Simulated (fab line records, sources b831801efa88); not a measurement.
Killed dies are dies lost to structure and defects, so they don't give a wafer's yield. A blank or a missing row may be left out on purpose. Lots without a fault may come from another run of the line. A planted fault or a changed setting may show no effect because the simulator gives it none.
fab line records | flow sky130
record lots=6 wafers=18 last_day=49
route steps=708 shown SONOS_ONO@176 GATE_OXIDE@187 POLY_GATE@204 PAD_OPEN@708
lots that met no fault: from a run of the same line without faults
start_h: hours from the record's first day to the start of the lot's first wafer shown | wait_h: hours since the lot's step before | " the same as in the row above | L1.1+2: a row that stands for several wafers | - no value, or no start given | * or withheld: withheld | < > ~ a bound
route shown NAME@n: a module of which the file shows steps, and the number in the route of the first | usual: mean/standard deviation of fault-free wafers | same: alike in all rows | chamber/n: place in a boat | sites: the reading at each site | _std_site: their standard deviation | _edge_site: outer sites' mean less inner sites' | radius_mm: how far each site lies from the wafer's centre | mask NAME#n: copy n | behind: the tool/chamber that last shaped the wafer | hold: why the lot was held/for how many hours/how that ended | device: the transistor (n, p or np) that didn't switch | end of line: the same wafers' tests at the end of the route | a step without rows: its recipe alone | killed: dies lost to structure and defects at the first sort, not the wafer's yield | map: a wafer's dies, x killed, . not, _ none there
set.NAME: the setting as run; set.NAME@STEP: as run at that earlier step | model.NAME: the simulator's own value behind a step, which no gauge read
lots at some steps of the route; a table a step, a row a wafer
services: from which hour (start_h, from the record's first day; less than 0 if before it) a tool's chamber was out of use, for how many hours, and why
## steps
# step SKY_SONOS_ONO_COAT_08
# recipe resist=NOVOLAK spin_rpm=3000 resist_thk_nm=1140
# step SKY_SONOS_ONO_SOFTBAKE_09
# recipe temp_c=90 time_s=60 resist=NOVOLAK
# step SKY_SONOS_ONO_EXPOSE_10
# recipe mask_id=ONOM target_cd_nm=410 na=0.6 source_shape=conventional sigma_outer=0.6 dose_mj=150
# step SKY_SONOS_ONO_PEB_11
# recipe temp_c=withheld time_s=* resist=NOVOLAK
# step SKY_SONOS_ONO_DEVELOP_12
# recipe develop_time_s=60 dev_temp_c=23
# step SKY_SONOS_ONO_CD_MEAS_13
# recipe target_cd_nm=410
# usual cd_nm=410.0/2.1
# columns lot.wafer tool chamber start_h wait_h cd_nm
L321.2 cd_sem-01 - 293.80 0.1 409.1
L321.4 " - " " 407.2
L321.6 " - " " 407.8
L326.1 cd_sem-02 - 339.24 0.1 409.1
L326.3 " - " " 410.0
L326.6 " - " " 408.2
L327.1 cd_sem-02 - 363.18 0.1 411.1
L327.3 " - " " 412.6
L327.6 " - " " 410.5
L333.1 cd_sem-01 - 420.08 0.1 409.9
L333.3 " - " " 410.9
L333.4 " - " " 409.1
L336.1 cd_sem-02 - 421.51 0.1 412.1
L336.4 " - " " 409.2
L336.6 " - " " 410.5
L340.1 cd_sem-01 - 441.28 0.1 412.7
L340.3 " - " " 412.5
L340.6 " - " " 414.2
# step SKY_SONOS_ONO_OVL_MEAS_14
# usual SONOS_ONO_OVL=-0.4/1.3
# columns lot.wafer tool chamber start_h wait_h SONOS_ONO_OVL[nm]
L321.2 overlay-02 - 293.91 0.1 -1.9
L321.4 " - " " -1.7
L321.6 " - " " -2.6
L326.1 overlay-01 - 339.36 0.1 -1.5
L326.3 " - " " -0.8
L326.6 " - " " -2.0
L327.1 overlay-01 - 363.30 0.1 -2.3
L327.3 " - " " -1.7
L327.6 " - " " -0.8
L333.1 overlay-02 - 420.20 0.1 0.2
L333.3 " - " " 0.2
L333.4 " - " " -0.3
L336.1 overlay-01 - 421.63 0.1 0.2
L336.4 " - " " 0.4
L336.6 " - " " 0.7
L340.1 overlay-02 - 441.40 0.1 0.4
L340.3 " - " " 1.8
L340.6 " - " " 1.5
# step SKY_SONOS_ONO_ETCH_15
# recipe target_depth_nm=19.52 chemistry=CHF3/O2 source_w=577.7 bias_w=200 pressure_mtorr=40 chf3_flow_sccm=50 O2_flow_sccm=5 time_s=7.8
# usual drypump_motor_current_A=5.7/0.52 oes_product_au=0.993/0.011 throttle_valve_pct=8.823/0.0095
# columns lot.wafer tool chamber start_h wait_h drypump_motor_current_A oes_product_au rf_hours_counter_h throttle_valve_pct
L321.2 rie_diel-04 0 293.94 0.0 6.2 0.988 102 8.816
L321.4 " 3 " " 4.9 0.977 6 8.824
L321.6 " 2 " " 5.5 0.977 - 8.828
L326.1 rie_diel-03 0 339.39 0.0 5.8 0.983 104 8.830
L326.3 " 3 " " 6.4 1.006 40 8.833
L326.6 " 0 " " 5.8 0.978 - 8.817
L327.1 rie_diel-03 3 363.34 0.0 6.4 1.013 40 8.825
L327.3 " 2 " " 5.1 0.997 3 8.819
L327.6 " 0 " " 5.8 0.975 - 8.827
L333.1 rie_diel-03 2 420.24 0.0 5.1 1.009 4 8.838
L333.3 " 1 " " 5.4 1.000 60 8.837
L333.4 " 3 " " 6.3 0.999 - 8.822
L336.1 rie_diel-03 2 421.66 0.0 5.1 1.005 4 8.823
L336.4 " 1 " " 5.4 1.002 - 8.817
L336.6 " 3 " " 6.4 1.008 - 8.809
L340.1 rie_diel-04 3 441.44 0.0 4.9 0.980 9 8.834
L340.3 " 1 " " 6.3 0.978 1 8.820
L340.6 " 0 " " 6.2 0.991 - 8.826
# step SKY_SONOS_ONO_WET_ETCH_16
# recipe chemistry=dHF target_depth_nm=14 dry=n2_spin target=SiO2 dilution=100:1 temp_c=25 time_s=280
# step SKY_SONOS_ONO_STRIP_17
# recipe chemistry=O2/N2 power_w=1400 pressure_mtorr=1500 platen_temp_c=withheld o2_flow_sccm=3000 n2_flow_sccm=300 overash_fraction=0.5
# usual drypump_motor_current_A=5.5/0.43 oes_product_au=0.709/0.0044 strip_time_to_endpoint_s=14.08/0.033
# columns lot.wafer tool chamber start_h wait_h drypump_motor_current_A oes_product_au rf_hours_counter_h strip_time_to_endpoint_s
L321.2 plasma_asher-01 1 294.04 0.0 5.8 0.702 17 14.10
L321.4 " 0 " " 5.4 0.710 - 14.13
L321.6 " 0 " " 5.4 0.713 - 14.13
L326.1 plasma_asher-02 0 339.50 0.0 5.0 0.707 67 14.07
L326.3 " 0 " " 5.0 0.715 - 14.09
L326.6 " 0 " " 5.0 0.712 - 14.09
L327.1 plasma_asher-03 0 363.44 0.0 5.8 0.710 68 14.03
L327.3 " 1 " " 6.0 0.707 - 14.05
L327.6 " 0 " " 5.8 0.711 - 14.05
L333.1 plasma_asher-03 0 420.35 0.0 5.8 0.706 74 14.07
L333.3 " 0 " " 5.8 0.717 - 14.09
L333.4 " 1 " " 5.9 0.718 - 14.08
L336.1 plasma_asher-02 0 421.78 0.0 5.0 0.704 76 14.10
L336.4 " 0 " " 5.0 0.709 - 14.08
L336.6 " 1 " " 5.0 0.709 - 14.09
L340.1 plasma_asher-03 0 441.61 0.0 5.8 0.711 1 14.11
L340.3 " 1 " " 6.0 0.713 - 14.12
L340.6 " 0 " " 5.8 0.717 - 14.10
# step SKY_SONOS_ONO_WET_ETCH_18
# recipe chemistry=H3PO4 target_depth_nm=15 target=Si3N4 temp_c=160 time_s=172
# step SKY_GATE_OXIDE_CLEAN_00
# recipe chemistry=SC1/SC2 mix=1:4:20 temp_c=70 time_s=150 dry=n2_spin
# step SKY_GATE_OXIDE_OXIDATION_01
# recipe temp_c=900 ambient=O2 stabilise_s=600 purge_s=300 target_thk_a=102.68 ox_time_s=1473
# usual spike_tc_bottom_C=919.3/2.2 spike_tc_centre_C=901.1/0.95 spike_tc_lower_C=900.6/1 spike_tc_top_C=913.3/1.3 spike_tc_upper_C=899.8/1.1 tube_center_temp_C=900.01/0.078 tube_center_temp_C_max=902.3/0.37 zone_power_bottom_pct=28.5/1 zone_power_centre_pct=18.88/0.24 zone_power_lower_pct=18.77/0.19 zone_power_top_pct=33.2/1.4 zone_power_upper_pct=20.2/0.31
# columns lot.wafer tool chamber start_h wait_h spike_tc_bottom_C spike_tc_centre_C spike_tc_lower_C spike_tc_top_C spike_tc_upper_C tube_center_temp_C tube_center_temp_C_max zone_power_bottom_pct zone_power_centre_pct zone_power_lower_pct zone_power_top_pct zone_power_upper_pct model.SiO2_of_GATE_OXIDE_OXIDATION_01.thk_nm
L321.2 furnace-01 0 294.31 0.1 920.6 900.8 899.7 914.1 900.1 899.94 902.0 28.2 19.05 18.83 32.1 20.2 10.15
L321.4 " 0 " " 921.7 901.5 902.0 914.8 898.3 899.93 902.2 28.0 18.97 18.81 32.1 20.6 10.15
L321.6 " 0 " " 919.8 902.4 901.4 912.8 899.7 900.1 902.5 28.1 18.72 18.87 32.3 20.3 10.07
L326.1 furnace-01 0 340.72 1.0 919.9 902.5 899.6 914.4 900.0 899.97 902.2 27.8 18.42 18.96 32.3 20.1 10.36
L326.3 " 0 " " 921.7 901.0 901.9 914.1 901.1 900.06 903.4 27.9 19.12 18.70 32.2 19.7 10.2
L326.6 " 0 " " 921.8 900.7 900.5 913.8 901.2 899.98 903.4 27.6 18.82 18.64 32.3 19.9 10.36
L327.1 furnace-01 0 364.50 0.8 920.2 901.0 902.4 914.2 899.5 900.02 902.0 27.8 18.99 18.74 32.5 20.3 10.66
L327.3 " 0 " " 921.7 900.1 900.9 912.9 897.8 899.99 903.3 27.6 19.08 18.83 32.4 20.2 10.68
L327.6 " 0 " " 920.8 900.5 902.4 913.9 899.4 899.91 901.9 28.0 19.10 18.74 32.7 20.4 10.62
L333.1 furnace-01 0 420.56 0.0 842.8 822.0 821.6 835.0 820.6 820.29 822.0 23.1 15.84 15.74 27.6 16.6 4.228
L333.3 " 0 " " 841.6 823.0 821.8 835.7 818.9 820.48 822.6 22.9 15.80 15.41 28.1 16.7 4.098
L333.4 " 0 " " 841.7 821.3 821.3 836.4 822.9 820.32 822.9 22.9 15.60 15.27 28.1 16.8 3.904
L336.1 furnace-01 0 421.98 0.0 842.4 821.4 820.6 835.4 821.2 820.31 822.4 22.9 16.05 15.45 28.3 16.6 4.014
L336.4 " 0 " " 841.3 821.9 821.2 834.8 821.2 820.22 822.9 22.9 15.69 15.60 28.1 16.9 3.92
L336.6 " 0 " " 841.6 821.5 820.9 837.2 819.9 820.27 822.6 22.7 15.80 15.48 28.3 16.8 4.063
L340.1 furnace-02 0 442.85 1.0 915.8 899.8 900.9 911.5 898.2 900.13 902.8 30.4 18.42 18.79 35.3 19.8 10.29
L340.3 " 0 " " 916.7 900.3 899.7 911.6 898.5 900.03 902.3 30.3 18.62 18.78 35.8 19.9 10.21
L340.6 " 0 " " 915.2 900.4 900.3 912.2 899.1 899.88 901.8 30.1 18.63 18.79 35.2 19.7 10.19
# step SKY_GATE_OXIDE_THK_MEAS_02
# recipe reads=SiO2_of_GATE_OXIDE_OXIDATION_01
# usual GATE_OXIDE_OXIDATION_00_THK=10.28/0.19
# columns lot.wafer tool chamber start_h wait_h GATE_OXIDE_OXIDATION_00_THK[nm]
L321.2 film_metro-01 - 295.73 0.0 10.16
L321.4 " - " " 10.16
L321.6 " - " " 10.08
L326.1 film_metro-03 - 342.12 0.0 10.33
L326.3 " - " " 10.22
L326.6 " - " " 10.28
L327.1 film_metro-02 - 365.91 0.0 10.66
L327.3 " - " " 10.65
L327.6 " - " " 10.62
L333.1 film_metro-03 - 421.97 0.0 4.19
L333.3 " - " " 4.07
L333.4 " - " " 3.86
L336.1 film_metro-03 - 423.45 0.1 3.98
L336.4 " - " " 3.95
L336.6 " - " " 4.10
L340.1 film_metro-03 - 444.26 0.0 10.32
L340.3 " - " " 10.20
L340.6 " - " " 10.20
# step SKY_GATE_OXIDE_DEHYDRATE_03
# recipe temp_c=200 time_s=60
# step SKY_GATE_OXIDE_HMDS_04
# recipe prime_time_s=60 prime_temp_c=120
# step SKY_GATE_OXIDE_COAT_05
# recipe resist=NOVOLAK spin_rpm=3000 resist_thk_nm=1140
# step SKY_GATE_OXIDE_SOFTBAKE_06
# recipe temp_c=90 time_s=60 resist=NOVOLAK
# step SKY_GATE_OXIDE_EXPOSE_07
# recipe mask_id=LVOM na=0.6 source_shape=conventional sigma_outer=0.6 polarization=unpolarized target_cd_nm=600 dose_mj=170
# step SKY_GATE_OXIDE_PEB_08
# recipe temp_c=withheld time_s=* resist=NOVOLAK
# step SKY_GATE_OXIDE_DEVELOP_09
# recipe resist=NOVOLAK developer=TMAH develop_time_s=60 dev_temp_c=23
# step SKY_GATE_OXIDE_OVL_MEAS_10
# usual GATE_OXIDE_OVL=-0.9/1.5
# columns lot.wafer tool chamber start_h wait_h GATE_OXIDE_OVL[nm]
L321.2 overlay-02 - 321.44 0.1 -1.1
L321.4 " - " " 0.5
L321.6 " - " " 2.3
L326.1 overlay-02 - 368.78 0.1 -2.4
L326.3 " - " " -1.9
L326.6 " - " " -1.9
L327.1 overlay-01 - 392.61 0.1 -3.4
L327.3 " - " " -3.2
L327.6 " - " " -2.7
L333.1 overlay-01 - 452.55 0.1 -0.8
L333.3 " - " " -0.3
L333.4 " - " " -1.3
L336.1 overlay-01 - 454.26 0.1 1.8
L336.4 " - " " 0.9
L336.6 " - " " 0.3
L340.1 overlay-02 - 474.60 0.1 0.0
L340.3 " - " " -1.2
L340.6 " - " " -1.0
# step SKY_GATE_OXIDE_IMPLANT_11
# recipe species=B energy_kev=10 dose_cm2=2.6e+12 tilt_deg=withheld
# step SKY_GATE_OXIDE_WET_ETCH_12
# recipe chemistry=dHF target_depth_nm=16.8 dry=n2_spin target=SiO2 dilution=100:1 temp_c=25 time_s=336
# step SKY_GATE_OXIDE_STRIP_13
# recipe chemistry=O2/N2 power_w=1400 pressure_mtorr=1500 platen_temp_c=withheld o2_flow_sccm=3000 n2_flow_sccm=300 overash_fraction=0.5
# usual drypump_motor_current_A=5.6/0.37 oes_product_au=0.716/0.005 strip_time_to_endpoint_s=14.17/0.041
# columns lot.wafer tool chamber start_h wait_h drypump_motor_current_A oes_product_au rf_hours_counter_h strip_time_to_endpoint_s
L321.2 plasma_asher-04 1 321.72 0.0 5.9 0.712 50 14.16
L321.4 " 1 " " 5.9 0.716 - 14.15
L321.6 " 0 " " 5.0 0.710 - 14.13
L326.1 plasma_asher-03 1 369.07 0.0 5.9 0.713 69 14.18
L326.3 " 0 " " 5.8 0.711 - 14.22
L326.6 " 0 " " 5.8 0.730 - 14.23
L327.1 plasma_asher-04 0 392.89 0.0 5.0 0.709 58 14.15
L327.3 " 0 " " 5.0 0.725 - 14.17
L327.6 " 1 " " 5.9 0.717 - 14.12
L333.1 plasma_asher-01 0 452.84 0.0 5.4 0.712 28 14.10
L333.3 " 0 " " 5.4 0.712 - 14.13
L333.4 " 1 " " 5.8 0.717 - 14.14
L336.1 plasma_asher-01 1 454.56 0.0 5.8 0.712 28 14.15
L336.4 " 0 " " 5.3 0.713 - 14.14
L336.6 " 1 " " 5.8 0.709 - 14.18
L340.1 plasma_asher-03 1 474.89 0.0 6.0 0.723 5 14.13
L340.3 " 1 " " 6.0 0.720 - 14.09
L340.6 " 1 " " 6.0 0.715 - 14.14
# step SKY_GATE_OXIDE_TW_MEAS_14
# usual GATE_OXIDE_TW=225.3/1.7
# columns lot.wafer tool chamber start_h wait_h GATE_OXIDE_TW
L321.2 film_metro-02 - 321.83 0.1 221.9
L321.4 " - " " 221.8
L321.6 " - " " 222.6
L326.1 film_metro-02 - 369.17 0.1 225.1
L326.3 " - " " 223.8
L326.6 " - " " 225.3
L327.1 film_metro-03 - 392.99 0.1 227.0
L327.3 " - " " 226.1
L327.6 " - " " 226.7
L333.1 film_metro-01 - 452.94 0.1 223.7
L333.3 " - " " 224.8
L333.4 " - " " 225.5
L336.1 film_metro-03 - 454.66 0.1 226.5
L336.4 " - " " 227.1
L336.6 " - " " 227.9
L340.1 film_metro-01 - 474.99 0.1 226.0
L340.3 " - " " 224.1
L340.6 " - " " 225.1
# step SKY_GATE_OXIDE_CLEAN_15
# recipe chemistry=SC1/SC2 mix=1:4:20 temp_c=70 time_s=150 dry=n2_spin
# step SKY_GATE_OXIDE_OXIDATION_16
# recipe temp_c=800 ambient=O2 idle_temp_c=700 ramp_up_c_per_min=10 ramp_down_c_per_min=3 stabilise_s=600 purge_s=300 target_thk_a=35.7 ox_time_s=1915
# usual spike_tc_bottom_C=819.8/2.3 spike_tc_centre_C=801.3/0.97 spike_tc_lower_C=800.5/0.95 spike_tc_top_C=815.1/1.3 spike_tc_upper_C=799.6/0.98 tube_center_temp_C=799.99/0.076 tube_center_temp_C_max=802.1/0.34 zone_power_bottom_pct=22.4/0.85 zone_power_centre_pct=14.77/0.2 zone_power_lower_pct=14.66/0.15 zone_power_top_pct=27.8/1.2 zone_power_upper_pct=15.68/0.26
# columns lot.wafer tool chamber start_h wait_h spike_tc_bottom_C spike_tc_centre_C spike_tc_lower_C spike_tc_top_C spike_tc_upper_C tube_center_temp_C tube_center_temp_C_max zone_power_bottom_pct zone_power_centre_pct zone_power_lower_pct zone_power_top_pct zone_power_upper_pct model.SiO2_of_GATE_OXIDE_OXIDATION_01.thk_nm
L321.2 furnace-01 0 321.93 0.0 820.4 801.6 799.3 815.4 799.7 800.03 801.7 21.8 14.88 14.64 27.0 15.64 11.52
L321.4 " 0 " " 820.2 800.2 802.0 817.4 799.9 799.9 801.8 21.7 15.09 14.60 27.1 16.11 11.52
L321.6 " 0 " " 821.2 800.5 800.9 815.8 800.2 799.97 802.1 22.2 14.61 14.55 27.1 15.89 11.44
L326.1 furnace-02 0 372.86 3.6 817.5 800.8 801.5 813.2 799.3 799.94 802.1 23.4 14.71 14.61 29.5 15.19 11.75
L326.3 " 0 " " 817.3 800.8 801.3 812.2 799.1 800.06 802.5 23.1 14.76 14.66 28.9 15.39 11.61
L326.6 " 0 " " 816.5 800.7 800.5 814.9 800.1 800.13 802.2 23.1 14.42 14.71 29.4 15.48 11.72
L327.1 furnace-02 0 394.42 1.3 817.7 801.6 800.1 815.7 800.5 800.08 802.5 23.6 14.57 14.37 29.5 15.28 11.97
L327.3 " 0 " " 816.2 801.5 800.8 815.6 798.3 800.06 802.4 23.5 14.53 14.63 28.6 15.27 12.02
L327.6 " 0 " " 816.4 801.4 803.2 813.7 798.7 799.94 802.1 23.4 14.64 14.52 28.8 15.20 11.96
L333.1 furnace-01 0 453.05 0.0 819.8 799.8 801.4 816.6 801.4 800.04 801.6 21.5 14.71 14.56 26.9 15.87 6.161
L333.3 " 0 " " 820.8 802.8 801.9 813.5 799.8 799.86 802.0 22.1 14.87 14.55 26.9 15.91 6.031
L333.4 " 0 " " 820.9 800.2 801.5 814.6 799.1 799.86 801.8 21.7 14.98 14.64 26.3 16.02 5.921
L336.1 furnace-01 0 456.12 1.3 823.0 802.4 800.0 816.9 800.3 799.93 801.6 21.8 14.99 14.67 27.0 16.11 5.917
L336.4 " 0 " " 823.0 801.8 800.0 816.3 799.8 800.19 801.8 21.6 15.01 14.65 26.5 15.82 5.886
L336.6 " 0 " " 821.3 802.2 799.2 815.3 800.8 800.16 802.3 21.8 14.83 14.60 26.7 16.07 6.013
L340.1 furnace-02 0 475.78 0.7 816.7 800.3 800.1 815.0 800.3 799.99 801.8 23.3 14.61 14.83 29.2 15.63 11.69
L340.3 " 0 " " 817.9 801.6 801.0 813.7 799.0 800.03 802.1 23.3 14.67 14.62 29.5 15.60 11.6
L340.6 " 0 " " 816.7 801.4 800.6 814.6 797.7 799.95 802.0 23.7 14.48 14.50 29.0 15.43 11.54
# step SKY_POLY_GATE_CVD_00
# recipe material=poly-Si target_thk_nm=180 temp_c=620 time_s=720 pressure_mtorr=200
# step SKY_PAD_OPEN_PROBE_99
# usual killed_at_M0_to_M3=43/6.5 killed_at_M4_up=3.1/1.8 killed_at_contacts=24/4.8 killed_at_front_end=15/4.7 killed_at_other=0.3/0.58 killed_dies=86/8.6 killed_open=47/6.7 killed_short=39/6.1
# same gross_dies=492 killed_at_back_side=0
# columns lot.wafer tool chamber start_h wait_h killed_at_M0_to_M3 killed_at_M4_up killed_at_contacts killed_at_front_end killed_at_other killed_dies killed_open killed_short model.etest.nfet_16v.r_on_ohm_um model.etest.pfet_16v.r_on_ohm_um model.etest.pfet_g5v0d10v5.r_on_ohm_um model.etest.tip_sonos.rs_ohm_sq model.etest.nfet_g5v0d10v5.r_on_ohm_um model.etest.nfet_g5v0d10v5.drive_ua_um model.etest.nfet_05v0_nvt.drive_ua_um model.etest.tip_p.rs_ohm_sq
L321.2 prober-01 - 1078.45 0.1 40 1 23 23 1 88 47 41 1.405e+04 1.454e+04 4764 2606 1883 612.5 582.8 6858
L321.4 prober-01 - 1078.55 0.2 50 2 25 15 1 93 48 45 1.41e+04 1.47e+04 4731 2615 1861 615.6 582.9 6820
L321.6 prober-01 - 1078.65 0.2 43 2 27 16 0 88 50 38 1.39e+04 1.485e+04 4690 2583 1845 618.7 585.8 6848
L326.1 prober-02 - 1117.04 0.1 42 0 17 27 0 86 45 41 1.4e+04 1.458e+04 4687 2662 1854 600.5 570.9 6787
L326.3 prober-02 - 1117.14 0.2 48 0 22 13 0 83 55 28 1.401e+04 1.479e+04 4721 2671 1881 606.6 578.5 6794
L326.6 prober-02 - 1117.29 0.2 39 2 26 25 1 93 47 46 1.409e+04 1.5e+04 4694 2677 1874 600.4 573.6 6809
L327.1 prober-02 - 1134.96 0.1 45 1 30 12 0 88 45 43 1.408e+04 1.465e+04 4768 2767 1888 591.9 565.6 6903
L327.3 prober-02 - 1135.06 0.2 53 2 23 15 0 93 50 43 1.417e+04 1.471e+04 4699 2744 1885 585.6 558.2 6873
L327.6 prober-02 - 1135.21 0.2 42 4 31 13 0 90 49 41 1.396e+04 1.466e+04 4787 2758 1872 596.7 569 6983
L333.1 prober-01 - 1168.70 0.1 43 3 24 10 0 80 44 36 1.084e+04 1.333e+04 3535 1827 1370 1070 959.9 6720
L333.3 prober-01 - 1168.80 0.2 39 3 22 6 2 72 36 36 1.079e+04 1.374e+04 3479 1847 1363 1093 970 6678
L333.4 prober-01 - 1168.85 0.2 59 2 23 12 0 96 54 42 1.078e+04 1.369e+04 3526 1825 1368 1100 982.8 6654
L336.1 prober-01 - 1176.04 0.1 44 3 19 9 1 76 50 26 1.086e+04 1.358e+04 3456 1850 1349 1108 976.8 6644
L336.4 prober-01 - 1176.19 0.2 45 5 23 19 1 93 48 45 1.095e+04 1.348e+04 3476 1847 1335 1099 993.5 6649
L336.6 prober-01 - 1176.29 0.2 46 2 23 18 0 89 50 39 1.1e+04 1.352e+04 3482 1872 1351 1093 977.2 6662
L340.1 prober-01 - 1184.97 0.1 52 7 26 20 0 105 50 55 1.437e+04 1.464e+04 4776 2634 1897 597 568.5 6967
L340.3 prober-01 - 1185.07 0.2 51 2 21 13 0 87 50 37 1.435e+04 1.512e+04 4840 2603 1905 599.6 573.6 7018
L340.6 prober-01 - 1185.22 0.2 57 3 27 10 0 97 59 38 1.438e+04 1.504e+04 4768 2586 1873 608 580 7082
# killed by level:class
L321.2 CONTACT:geometric_particle:open=10 FIELD_ISO:geometric_particle:open=8 VIA1:geometric_particle:open=7 POLY_GATE:geometric_particle:short=6 METAL1:geometric_particle:short=6 VIA3:geometric_particle:open=6 FIELD_ISO:geometric_particle:short=5 LI_CONTACT:geometric_particle:open=5
L321.4 VIA1:geometric_particle:open=14 LI_CONTACT:geometric_particle:open=10 CONTACT:geometric_particle:open=9 VIA1:geometric_particle:short=8 POLY_GATE:geometric_particle:short=6 METAL1:geometric_particle:short=6 VIA2:geometric_particle:open=6 FIELD_ISO:geometric_particle:short=5
L321.6 CONTACT:geometric_particle:open=11 VIA1:geometric_particle:open=11 VIA2:geometric_particle:open=7 CONTACT:geometric_particle:short=6 VIA3:geometric_particle:open=6 POLY_GATE:geometric_particle:open=5 LI_CONTACT:geometric_particle:short=4 LOCAL_INTERCONNECT:geometric_particle:short=4
L326.1 VIA2:geometric_particle:open=10 FIELD_ISO:geometric_particle:short=9 CONTACT:geometric_particle:short=7 FIELD_ISO:geometric_particle:open=6 VIA1:geometric_particle:open=6 POLY_GATE:geometric_particle:open=5 LI_CONTACT:geometric_particle:open=5 VIA3:geometric_particle:open=5
L326.3 CONTACT:geometric_particle:open=13 METAL1:geometric_particle:short=9 VIA2:geometric_particle:open=9 VIA1:geometric_particle:open=7 FIELD_ISO:geometric_particle:open=6 LI_CONTACT:geometric_particle:open=6 METAL1:geometric_particle:open=6 VIA2:geometric_particle:short=6
L326.6 VIA1:geometric_particle:open=10 CONTACT:geometric_particle:open=9 POLY_GATE:geometric_particle:short=8 FIELD_ISO:geometric_particle:open=6 CONTACT:geometric_particle:short=6 VIA1:geometric_particle:short=6 METAL2:geometric_particle:short=6 LI_CONTACT:geometric_particle:open=5
L327.1 METAL2:geometric_particle:short=13 CONTACT:geometric_particle:open=13 VIA3:geometric_particle:open=8 VIA2:geometric_particle:open=6 LI_CONTACT:geometric_particle:open=6 LOCAL_INTERCONNECT:geometric_particle:short=6 FIELD_ISO:geometric_particle:open=4 METAL3:geometric_particle:short=4
L327.3 VIA1:geometric_particle:open=12 VIA3:geometric_particle:open=8 METAL1:geometric_particle:short=8 LI_CONTACT:geometric_particle:open=7 VIA2:geometric_particle:open=7 CONTACT:geometric_particle:open=6 CONTACT:geometric_particle:short=5 VIA1:geometric_particle:short=5
L327.6 CONTACT:geometric_particle:open=11 VIA2:geometric_particle:open=11 LI_CONTACT:geometric_particle:open=9 METAL2:geometric_particle:short=8 FIELD_ISO:geometric_particle:open=7 LI_CONTACT:geometric_particle:short=5 METAL1:geometric_particle:short=5 VIA1:geometric_particle:open=5
L333.1 VIA1:geometric_particle:open=16 CONTACT:geometric_particle:open=9 VIA1:geometric_particle:short=8 LI_CONTACT:geometric_particle:open=6 POLY_GATE:geometric_particle:short=5 CONTACT:geometric_particle:short=4 METAL2:geometric_particle:short=4 VIA2:geometric_particle:open=4
L333.3 VIA1:geometric_particle:open=9 CONTACT:geometric_particle:open=7 METAL2:geometric_particle:short=6 CONTACT:geometric_particle:short=6 VIA3:geometric_particle:open=6 LI_CONTACT:geometric_particle:open=5 METAL1:geometric_particle:short=5 VIA1:geometric_particle:short=5
L333.4 CONTACT:geometric_particle:open=14 VIA2:geometric_particle:open=12 VIA1:geometric_particle:open=11 VIA1:geometric_particle:short=8 VIA3:geometric_particle:short=6 METAL3:geometric_particle:short=5 VIA3:geometric_particle:open=4 VIA2:geometric_particle:short=4
L336.1 VIA3:geometric_particle:open=11 VIA1:geometric_particle:open=10 CONTACT:geometric_particle:open=8 VIA2:geometric_particle:open=7 LI_CONTACT:geometric_particle:open=6 VIA1:geometric_particle:short=4 POLY_GATE:geometric_particle:short=4 METAL1:geometric_particle:short=4
L336.4 VIA2:geometric_particle:open=10 CONTACT:geometric_particle:open=8 VIA3:geometric_particle:open=7 METAL2:geometric_particle:short=6 FIELD_ISO:geometric_particle:short=5 POLY_GATE:geometric_particle:short=5 METAL4:geometric_particle:short=5 VIA1:geometric_particle:open=5
L336.6 VIA1:geometric_particle:open=13 CONTACT:geometric_particle:open=9 METAL2:geometric_particle:short=6 VIA2:geometric_particle:open=6 VIA3:geometric_particle:open=6 VIA1:geometric_particle:short=5 FIELD_ISO:geometric_particle:open=4 POLY_GATE:geometric_particle:short=4
L340.1 VIA1:geometric_particle:open=11 POLY_GATE:geometric_particle:short=8 CONTACT:geometric_particle:short=8 LI_CONTACT:geometric_particle:open=7 VIA3:geometric_particle:open=7 VIA1:geometric_particle:short=6 METAL2:geometric_particle:short=6 VIA2:geometric_particle:open=6
L340.3 VIA1:geometric_particle:open=16 VIA2:geometric_particle:open=9 LI_CONTACT:geometric_particle:short=5 CONTACT:geometric_particle:open=5 VIA2:geometric_particle:short=5 VIA3:geometric_particle:open=5 CONTACT:geometric_particle:short=4 VIA1:geometric_particle:short=4
L340.6 VIA3:geometric_particle:open=11 CONTACT:geometric_particle:open=10 VIA1:geometric_particle:open=10 VIA2:geometric_particle:open=9 LI_CONTACT:geometric_particle:open=8 METAL1:geometric_particle:short=7 LOCAL_INTERCONNECT:geometric_particle:short=5 VIA1:geometric_particle:short=5
## services
# columns tool chamber start_h hours kind
rie_diel-03 3 285.15 7.0 repair
rie_diel-03 0 290.05 5.4 repair
rie_diel-03 2 300.19 55.1 repair
plasma_asher-01 - 310.31 49.4 repair
furnace-01 - 312.77 3.1 pm
rie_diel-03 0 315.97 9.4 repair
rie_diel-03 3 316.37 5.7 repair
rie_diel-04 0 326.32 7.6 repair
plasma_asher-01 - 330.98 1.9 repair
rie_diel-04 0 347.81 3.9 repair
furnace-02 - 362.81 3.2 pm
furnace-02 - 365.90 5.5 repair
furnace-02 - 374.39 3.4 pm
furnace-01 - 379.52 3.5 pm
plasma_asher-03 - 382.99 1.5 repair
plasma_asher-02 - 386.27 1.2 repair
rie_diel-03 0 396.52 10.1 repair
plasma_asher-01 - 419.64 2.3 repair
plasma_asher-03 - 421.25 9.0 pm
plasma_asher-03 0 421.25 9.0 vent_cycle
rie_diel-03 - 435.35 2.8 pm
plasma_asher-01 - 439.77 1.3 repair
plasma_asher-01 - 440.70 2.7 repair
plasma_asher-02 - 450.08 9.2 repair
## key
first_sign step=SKY_GATE_OXIDE_OXIDATION_01 reading=tube_center_temp_C direction=down sigmas=99+ usual=* struck=*
effect step=SKY_GATE_OXIDE_OXIDATION_01 reading=tube_center_temp_C_max direction=down sigmas=99+ usual=* struck=*
effect step=SKY_GATE_OXIDE_THK_MEAS_02 reading=GATE_OXIDE_OXIDATION_00_THK direction=down sigmas=33 usual=10.28 struck=4.03
model_effect step=SKY_GATE_OXIDE_OXIDATION_01 value=SiO2_of_GATE_OXIDE_OXIDATION_01.thk_nm without=10.42 struck=4.038
model_effect step=SKY_GATE_OXIDE_OXIDATION_16 value=SiO2_of_GATE_OXIDE_OXIDATION_01.thk_nm without=11.75 struck=5.988
model_effect step=SKY_PAD_OPEN_PROBE_99 value=etest.nfet_16v.r_on_ohm_um without=1.405e+04 struck=1.087e+04
met_at SKY_GATE_OXIDE_OXIDATION_01
struck_wafers L333.1,L333.3,L333.4,L336.1,L336.4,L336.6
tester_left_out L333,L336
onset_between 364.50 420.56
fault kind=process_parameter_drift tool=furnace-01 chamber=- onset_h=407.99 steps=SKY_GATE_OXIDE_OXIDATION_01 channel=temp_c offset=* shape=step end_h=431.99 acts_in=* stated=*
# tester_left_out: of these lots the tester's yield and bins aren't shown, on N5 and GAA mostly nor the transistor test; their killed dies are dies lost to structure and defects alone, not to doping, threshold or leakage, so they don't give the yield
